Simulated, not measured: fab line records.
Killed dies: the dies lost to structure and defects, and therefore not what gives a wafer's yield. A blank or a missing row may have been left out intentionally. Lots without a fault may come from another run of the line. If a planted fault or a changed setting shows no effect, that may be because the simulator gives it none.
Problem report in the 8D (eight disciplines) form, filled by code    flow sky130    the parts of the form that need people (team, actions taken, sign-off) are left out

1. PROBLEM STATEMENT
At SKY_VIA3_CMP_24, time to endpoint s averages 57 s over 2 wafers from 2 lots, while fault-free wafers read 95 s, standard deviation 3.8. Measured from the usual mean, that is -10 standard deviations.
The step: polishes, stops on SiO2, t overpolish 20 s, target thk 0 nm.
First seen on wafer L271.1, day 40 21:16, on cmp-01. The record has a number at this step for 16 wafers belonging to 6 lots. The rule behind "out" and "out of limits": a value lying over 4 standard deviations away from the usual mean. Any other wafer with a number is counted as sound.

2. WHAT IT IS AND WHAT IT IS NOT
question                     is                  is not
which readings at this step  time to endpoint s  head pressure psi, motor current A, overpolish run s
which lots                   L271, L273          L267, L270, L283, L288
which wafers of those lots   L271.1, L273.2      L271.5, L273.4
read on which tools          cmp-01              cmp-02
when                         from day 40 21:16   up to then (7 sound wafers); but 7 sound wafers of L273, L283, L288 came after

3. THE SUSPECTS, EACH WITH WHAT RULES IT OUT
Counting: any tool at a process step up to the reading remains a suspect provided it ran every lot that is out. Sound lots after the first of them don't rule it out here, since some wafers of a struck lot are sound.
- cmp-01 at SKY_VIA3_CMP_24 (polishes, stops on SiO2, t overpolish 20 s, target thk 0 nm): kept. It ran every lot that is out, first L271 (day 40 21:16). On those wafers its own readings are out: time to endpoint s.
After counting, what remains is cmp-01 at SKY_VIA3_CMP_24.

4. THE CAUSE (what the simulator had put in)
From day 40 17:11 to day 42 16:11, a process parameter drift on cmp-01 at SKY_VIA3_CMP_24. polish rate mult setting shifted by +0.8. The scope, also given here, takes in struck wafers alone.
The count eliminated every tool but this one.

5. THE CHAIN OF EFFECTS, in route order
One row per reading whose mean, taken over the struck wafers that have a number, lies over 3 standard deviations from the usual. Readings are gone through only where the record gives a usual standard deviation; hours: the median, over the lots, of the time from a lot's start at the first step in this table giving one to that lot's start at this step; sigmas: the change measured in usual standard deviations.
hours  step             reading             usual  on struck wafers  change  sigmas
0      SKY_VIA3_CMP_24  time to endpoint s  95 s   57                -38     -10
Its process steps:
- SKY_VIA3_CMP_24: polishes, stops on SiO2, t overpolish 20 s, target thk 0 nm.
Later steps that measure or inspect, where all struck wafers having a row at the step show a number for every such reading and not one has moved that far: SKY_CAP2M_THK_MEAS_01, SKY_CAP2M_RS_MEAS_03, SKY_CAP2M_THK_MEAS_04, SKY_CAP2M_OVL_MEAS_12.

6. HOW IT WOULD HAVE BEEN CAUGHT EARLIER
In this record no reading fell out of limits until day 40 21:16, 4 hours after the fault had begun at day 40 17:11.
